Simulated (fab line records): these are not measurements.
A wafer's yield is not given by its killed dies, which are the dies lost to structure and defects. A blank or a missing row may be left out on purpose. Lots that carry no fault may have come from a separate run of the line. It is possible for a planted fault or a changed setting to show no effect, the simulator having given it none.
fab line records	flow gf180mcu
[record] lots = 6	wafers = 18	last_day = 35
route steps=602 shown M2@363
lots that met no fault: from a run of the same line without faults
start_h: start of the lot's first displayed wafer, in hours after the record's first day	wait_h: hours from the lot's prior step to this one	" repeats the value in the row above	L1.1+2: a row that stands for several wafers	- value missing, or start not given	* or withheld: withheld	< > ~ a bound
route shown NAME@n: names a module that has steps shown in the file, with the first one's number in the route	usual: mean/standard deviation of fault-free wafers	same: alike in all rows	chamber/n: place in a boat	sites: per-site readings	_std_site: standard deviation across them	_edge_site: the outer-site mean with the inner-site mean subtracted	radius_mm: for every site, how far away it sits from the centre of the wafer	mask NAME#n: copy n	behind: the most recent tool/chamber to have shaped the wafer	hold: why the lot went on hold/how many hours it stayed there/how the hold came to an end	device: names the non-switching transistor (n, p or np)	end of line: the tests these same wafers got at the end of their route	for a step that has no rows: nothing shown but its recipe	killed: dies that structure and defects cost at the first sort, which is not the same as the wafer's yield	map: a wafer's dies, x killed, . not, _ none there
set.NAME: the setting as run; set.NAME@STEP: as run at that earlier step	model.NAME: the simulator's own value behind a step, which no gauge read
lots seen at some steps along the route; tables by step, rows by wafer
services: a tool's chamber out of use, with start hour (start_h, from the record's first day; less than 0 if before it), hours out, and reason
[[steps]]
[step GF_M2_SPUTTER_01]
[recipe] material = TiN	target_thk_nm = 30	power_w = 6500	time_s = 25	chamber_pressure_pa = 0.4
[usual] throttle_valve_pct = 29.7/0.83
lot.wafer	tool	chamber	start_h	wait_h	throttle_valve_pct
L182.1	pvd_sputter-01	-	440.00	0.1	29.2
L182.3	"	-	"	"	29.0
L182.5	"	-	"	"	29.1
L187.4	pvd_sputter-04	-	494.14	0.1	28.6
L187.5	"	-	"	"	29.6
L187.6	"	-	"	"	31.2
L188.1	pvd_sputter-01	-	498.42	0.1	29.1
L188.2	"	-	"	"	29.2
L188.6	"	-	"	"	29.1
L196.3	pvd_sputter-04	-	571.70	0.1	31.2
L196.4	"	-	"	"	29.2
L196.5	"	-	"	"	28.7
L200.3	pvd_sputter-02	-	600.16	0.1	30.6
L200.5	"	-	"	"	30.4
L200.6	"	-	"	"	30.0
L203.1	pvd_sputter-02	-	619.97	0.1	30.0
L203.2	"	-	"	"	28.9
L203.4	"	-	"	"	30.1
[step GF_M2_SPUTTER_02]
[recipe] material = AlCu	target_thk_nm = 450	power_w = 10600	time_s = 23.9	chamber_pressure_pa = 0.4
[usual] throttle_valve_pct = 29.7/0.82
lot.wafer	tool	chamber	start_h	wait_h	throttle_valve_pct
L182.1	pvd_sputter-01	-	440.03	0.0	29.3
L182.3	"	-	"	"	29.2
L182.5	"	-	"	"	29.0
L187.4	pvd_sputter-04	-	494.17	0.0	28.7
L187.5	"	-	"	"	29.0
L187.6	"	-	"	"	31.1
L188.1	pvd_sputter-01	-	498.45	0.0	29.2
L188.2	"	-	"	"	29.2
L188.6	"	-	"	"	29.1
L196.3	pvd_sputter-04	-	571.73	0.0	30.9
L196.4	"	-	"	"	29.1
L196.5	"	-	"	"	28.9
L200.3	pvd_sputter-02	-	600.19	0.0	30.4
L200.5	"	-	"	"	30.4
L200.6	"	-	"	"	29.9
L203.1	pvd_sputter-02	-	620.00	0.0	29.9
L203.2	"	-	"	"	28.9
L203.4	"	-	"	"	30.5
[step GF_M2_SPUTTER_03]
[recipe] material = Ti	target_thk_nm = 10	substrate_temp_c = 300	chamber_pressure_pa = 0.3	power_w = 3000	time_s = 6.7
[usual] throttle_valve_pct = 29.7/0.83
lot.wafer	tool	chamber	start_h	wait_h	throttle_valve_pct
L182.1	pvd_sputter-01	-	440.06	0.0	29.6
L182.3	"	-	"	"	29.2
L182.5	"	-	"	"	29.0
L187.4	pvd_sputter-04	-	494.20	0.0	28.8
L187.5	"	-	"	"	29.1
L187.6	"	-	"	"	31.1
L188.1	pvd_sputter-01	-	498.48	0.0	28.9
L188.2	"	-	"	"	29.3
L188.6	"	-	"	"	29.2
L196.3	pvd_sputter-04	-	571.76	0.0	31.2
L196.4	"	-	"	"	29.4
L196.5	"	-	"	"	28.9
L200.3	pvd_sputter-02	-	600.22	0.0	30.6
L200.5	"	-	"	"	30.5
L200.6	"	-	"	"	30.0
L203.1	pvd_sputter-02	-	620.03	0.0	29.8
L203.2	"	-	"	"	28.9
L203.4	"	-	"	"	30.2
[step GF_M2_SPUTTER_04]
[recipe] material = TiN	target_thk_nm = 50	power_w = 6500	time_s = 41.7	chamber_pressure_pa = 0.4
[usual] throttle_valve_pct = 29.7/0.81
lot.wafer	tool	chamber	start_h	wait_h	throttle_valve_pct
L182.1	pvd_sputter-01	-	440.08	0.0	29.3
L182.3	"	-	"	"	29.2
L182.5	"	-	"	"	29.0
L187.4	pvd_sputter-04	-	494.22	0.0	28.5
L187.5	"	-	"	"	29.1
L187.6	"	-	"	"	31.2
L188.1	pvd_sputter-01	-	498.50	0.0	29.2
L188.2	"	-	"	"	29.1
L188.6	"	-	"	"	28.8
L196.3	pvd_sputter-04	-	571.78	0.0	31.2
L196.4	"	-	"	"	29.1
L196.5	"	-	"	"	28.8
L200.3	pvd_sputter-02	-	600.24	0.0	30.5
L200.5	"	-	"	"	30.3
L200.6	"	-	"	"	29.8
L203.1	pvd_sputter-02	-	620.05	0.0	30.0
L203.2	"	-	"	"	28.9
L203.4	"	-	"	"	30.5
[step GF_M2_RS_MEAS_05]
[recipe] thk_meas_gauge = four-point-probe	reads = TiN_of_M2_SPUTTER_04+Ti_of_M2_SPUTTER_03+AlCu_of_M2_SPUTTER_02+TiN_of_M2_SPUTTER_01+Ti_of_M2_SPUTTER_00
[usual] M2_ALCU_RS = 0.0693/0.00075
lot.wafer	tool	chamber	start_h	wait_h	M2_ALCU_RS[ohm/sq]
L182.1	film_metro-03	-	440.12	0.0	0.0702
L182.3	"	-	"	"	0.0702
L182.5	"	-	"	"	0.0694
L187.4	film_metro-02	-	494.32	0.1	0.0696
L187.5	"	-	"	"	0.0685
L187.6	"	-	"	"	0.0689
L188.1	film_metro-03	-	498.54	0.0	0.0698
L188.2	"	-	"	"	0.0684
L188.6	"	-	"	"	0.0684
L196.3	film_metro-02	-	571.86	0.1	0.0690
L196.4	"	-	"	"	0.0692
L196.5	"	-	"	"	0.0698
L200.3	film_metro-03	-	600.32	0.1	0.0690
L200.5	"	-	"	"	0.0693
L200.6	"	-	"	"	0.0688
L203.1	film_metro-01	-	620.09	0.0	0.0694
L203.2	"	-	"	"	0.0695
L203.4	"	-	"	"	0.0695
[step GF_M2_THK_MEAS_06]
[recipe] thk_meas_gauge = xrf	reads = AlCu_of_M2_SPUTTER_02
[usual] M2_ALCU_THK = 452/5.3
lot.wafer	tool	chamber	start_h	wait_h	M2_ALCU_THK[nm]
L182.1	film_metro-03	-	440.24	0.1	447
L182.3	"	-	"	"	444
L182.5	"	-	"	"	455
L187.4	film_metro-02	-	494.41	0.1	454
L187.5	"	-	"	"	458
L187.6	"	-	"	"	456
L188.1	film_metro-03	-	498.66	0.1	446
L188.2	"	-	"	"	457
L188.6	"	-	"	"	456
L196.3	film_metro-02	-	571.96	0.1	456
L196.4	"	-	"	"	452
L196.5	"	-	"	"	450
L200.3	film_metro-03	-	600.42	0.1	453
L200.5	"	-	"	"	454
L200.6	"	-	"	"	457
L203.1	film_metro-01	-	620.21	0.1	454
L203.2	"	-	"	"	450
L203.4	"	-	"	"	456
[step GF_M2_DEHYDRATE_07]
[recipe] temp_c = 200	time_s = 60
[step GF_M2_HMDS_08]
[recipe] prime_time_s = 60	prime_temp_c = 120
[step GF_M2_COAT_09]
[recipe] resist = KrF	spin_rpm = withheld	resist_thk_nm = 1000
[step GF_M2_SOFTBAKE_10]
[recipe] temp_c = 130	time_s = 60	resist = KrF
[step GF_M2_EXPOSE_11]
[recipe] mask_id = Metal2	target_cd_nm = 280	na = 0.68	source_shape = conventional	sigma_outer = 0.6	dose_mj = 28
[step GF_M2_PEB_12]
[recipe] peb_temp_c = 135	peb_time_s = 90	resist = KrF
[step GF_M2_DEVELOP_13]
[recipe] develop_time_s = 60	dev_temp_c = 21
[usual] chill_plate_temp_C = 23.02/0.13	develop_time_s = 60/0
lot.wafer	tool	chamber	start_h	wait_h	chill_plate_temp_C	develop_time_s	model.KrF_of_M2_COAT_09.thk_nm
L182.1	litho_track-02	0	463.74	0.2	23.25	60	981.4
L182.3	"	0	"	"	23.19	60	980.6
L182.5	"	0	"	"	23.20	60	983.4
L187.4	litho_track-03	-	517.77	0.1	-	-	995.1
L187.5	"	-	"	"	-	-	998.7
L187.6	"	-	"	"	-	-	997.3
L188.1	litho_track-03	-	522.24	0.2	-	-	1004
L188.2	"	-	"	"	-	-	1001
L188.6	"	-	"	"	-	-	1003
L196.3	litho_track-04	0	592.11	0.1	23.08	60	985.8
L196.4	"	0	"	"	22.92	60	984.6
L196.5	"	0	"	"	23.08	60	983.1
L200.3	litho_track-04	0	620.36	0.1	22.97	60	982.3
L200.5	"	0	"	"	23.02	60	982.2
L200.6	"	0	"	"	23.04	60	982.5
L203.1	litho_track-03	0	640.59	0.2	22.87	60	984.7
L203.2	"	0	"	"	22.97	60	985.8
L203.4	"	0	"	"	22.77	60	985.7
[step GF_M2_CD_MEAS_14]
[recipe] target_cd_nm = 280
[usual] cd_nm = 280.0/1.1
lot.wafer	tool	chamber	start_h	wait_h	cd_nm
L182.1	cd_sem-02	-	463.89	0.1	278.6
L182.3	"	-	"	"	279.7
L182.5	"	-	"	"	278.7
L187.4	cd_sem-01	-	517.90	0.1	-
L187.5	"	-	"	"	-
L187.6	"	-	"	"	-
L188.1	cd_sem-01	-	522.39	0.1	-
L188.2	"	-	"	"	-
L188.6	"	-	"	"	-
L196.3	cd_sem-02	-	592.25	0.1	281.0
L196.4	"	-	"	"	280.9
L196.5	"	-	"	"	280.6
L200.3	cd_sem-02	-	620.50	0.1	280.2
L200.5	"	-	"	"	281.0
L200.6	"	-	"	"	280.4
L203.1	cd_sem-01	-	640.74	0.1	279.4
L203.2	"	-	"	"	279.3
L203.4	"	-	"	"	279.1
[[services]]
tool	chamber	start_h	hours	kind
pvd_sputter-01	3	417.05	-	consumable_replace:kit
pvd_sputter-01	3	417.05	18.0	scheduled_down
pvd_sputter-01	3	417.05	18.0	vent_cycle
pvd_sputter-04	-	417.63	1.7	repair
pvd_sputter-01	-	449.30	4.1	repair
pvd_sputter-04	2	496.69	-	consumable_replace:kit
pvd_sputter-04	2	496.69	18.0	scheduled_down
pvd_sputter-04	2	496.69	18.0	vent_cycle
pvd_sputter-02	1	508.90	-	consumable_replace:kit
pvd_sputter-02	1	508.90	18.0	scheduled_down
pvd_sputter-02	1	508.90	18.0	vent_cycle
pvd_sputter-01	-	523.61	0.9	repair
pvd_sputter-04	-	534.00	5.3	repair
pvd_sputter-01	-	546.80	2.7	repair
pvd_sputter-02	-	563.62	1.8	repair
pvd_sputter-01	-	580.93	3.8	repair
pvd_sputter-01	2	621.29	-	consumable_replace:kit
pvd_sputter-01	2	621.29	18.0	scheduled_down
pvd_sputter-01	2	621.29	18.0	vent_cycle
[[key]]
[first_sign] step = GF_M2_DEVELOP_13	reading = tool_record	direction = missing
effect none on later readings
[model_effect] step = GF_M2_DEVELOP_13	value = KrF_of_M2_COAT_09.thk_nm	without = 985	struck = 999.9
met_at GF_M2_DEVELOP_13
struck_wafers L187.4,L187.5,L187.6,L188.1,L188.2,L188.6
later_rows_left_out L187.4,L187.5,L187.6,L188.1,L188.2,L188.6
sort_left_out L187.4,L187.5,L187.6,L188.1,L188.2,L188.6
[fault] kind = skipped_step_whole	tool = litho_track-03	chamber = -	onset_h = 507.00	steps = GF_M2_DEVELOP_13	scope = struck_lots_only
// sort_left_out: the simulated sort isn't trusted on such a fault, so these wafers' sort isn't shown, and their yield isn't known
// later_rows_left_out: the simulator's readings of these wafers behind a module that went badly wrong aren't trusted and aren't shown, but for the sort
